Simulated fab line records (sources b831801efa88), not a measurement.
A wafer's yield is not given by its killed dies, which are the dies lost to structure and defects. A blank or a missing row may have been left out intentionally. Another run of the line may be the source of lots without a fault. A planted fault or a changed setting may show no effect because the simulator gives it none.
Problem report in the 8D (eight disciplines) form, filled by code + flow sky130 + the parts of the form that need people (team, actions taken, sign-off) are left out

## 1. WHAT IS WRONG
Across 3 wafers from 3 lots, CONTACT_W_RS at SKY_CONTACT_RS_MEAS_25 averages 0.481 ohm/sq, while fault-free wafers read 0.337 ohm/sq with a standard deviation of 0.0032. That puts it +45 standard deviations away from the usual mean.
The step: measures by four-point-probe.
The first sign was on wafer L710.2 at day 34 14:10, on filmMetro-04. The record holds 31 wafers of 11 lots with a number at this step. By rule, "out" or "out of limits" means more than 4 standard deviations away from the usual mean. The other wafers with a number count as sound.

## 2. WHAT IT IS, WHAT IT ISN'T
| question                    | is                     | is not                                                                                       |
|-----------------------------|------------------------|----------------------------------------------------------------------------------------------|
| which readings at this step | CONTACT_W_RS           | -                                                                                            |
| which lots                  | L710, L712, L713       | L702, L705, L707, L708, L709, L711, L724, L725                                               |
| which wafers of those lots  | L710.2, L712.6, L713.2 | L710.1, L710.4, L712.5, L713.5                                                               |
| read on which gauges        | filmMetro-04           | filmMetro-01, filmMetro-02                                                                   |
| when                        | from day 34 14:10      | up to then (17 sound wafers); but 11 sound wafers of L711, L712, L713, L724, L725 came after |

## 3. SUSPECTS, AND WHAT RULES EACH OUT
Counting: any tool at a process step up to the reading remains a suspect provided it ran every lot that is out. Sound lots after the first of them don't rule it out here, since some wafers of a struck lot are sound.
- the gauge at SKY_CONTACT_RS_MEAS_25: ruled out. All the wafers that are out were read on filmMetro-04, but those of them that SKY_CONTACT_CMP_27 has rows for are out there too, on other tools.
- cvdW-01 at SKY_CONTACT_CVD_24 (deposits W, target thk 340 nm, time 102.12 s): kept. It processed each lot that is out (first: L710, day 34 14:03); up to then, its last sound lot is L708 (day 34 06:38).
- The sound lot-mates ran in chamber 0 of cvdW-01 at SKY_CONTACT_CVD_24, but the wafers that are out ran in chamber 1.
Left after counting: cvdW-01 at SKY_CONTACT_CVD_24.

## 4. THE CAUSE (what the simulator had put in)
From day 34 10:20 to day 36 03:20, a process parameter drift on cvdW-01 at SKY_CONTACT_CVD_24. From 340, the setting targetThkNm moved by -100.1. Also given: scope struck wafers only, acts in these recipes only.
Only this tool survived the counting.

## 5. SEQUENCE OF EFFECTS, ordered by route
Rows list readings where the struck wafers' mean (over those with a number) sits beyond 3 standard deviations from the usual. Only readings for which the record gives a usual standard deviation are gone through. hours: the time from each lot's start at the first step in this table that gives one to its start at this step, as a median over the lots. sigmas: the change in usual standard deviations.
| hours | step                    | reading         | usual        | on struck wafers | change | sigmas |
|-------|-------------------------|-----------------|--------------|------------------|--------|--------|
| 0     | SKY_CONTACT_RS_MEAS_25  | CONTACT_W_RS    | 0.337 ohm/sq | 0.481            | +0.144 | +45    |
| 6     | SKY_CONTACT_THK_MEAS_26 | CONTACT_W_THK   | 343 nm       | 240              | -103   | -28    |
| 10    | SKY_CONTACT_CMP_27      | timeToEndpointS | 83 s         | 60               | -23    | -7.3   |
Process steps it contains:
- SKY_CONTACT_CMP_27: polishes, stops on SiO2, t overpolish 15 s, target thk 0 nm.

## 6. HOW IT WOULD HAVE BEEN CAUGHT EARLIER
In this record the first reading out of limits at a measuring or inspecting step was taken at day 34 14:10, 4 hours after the fault began at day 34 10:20.
An alarm limit of 4 standard deviations would not have fired on the tool readings at SKY_CONTACT_CVD_24 for which the record gives a usual standard deviation, since none of them was out on any struck wafer.
L712, L713, from the lots that are out (3), started SKY_CONTACT_CVD_24 on cvdW-01 later than day 34 14:10. A hold on the tool at that time would have spared those 2.
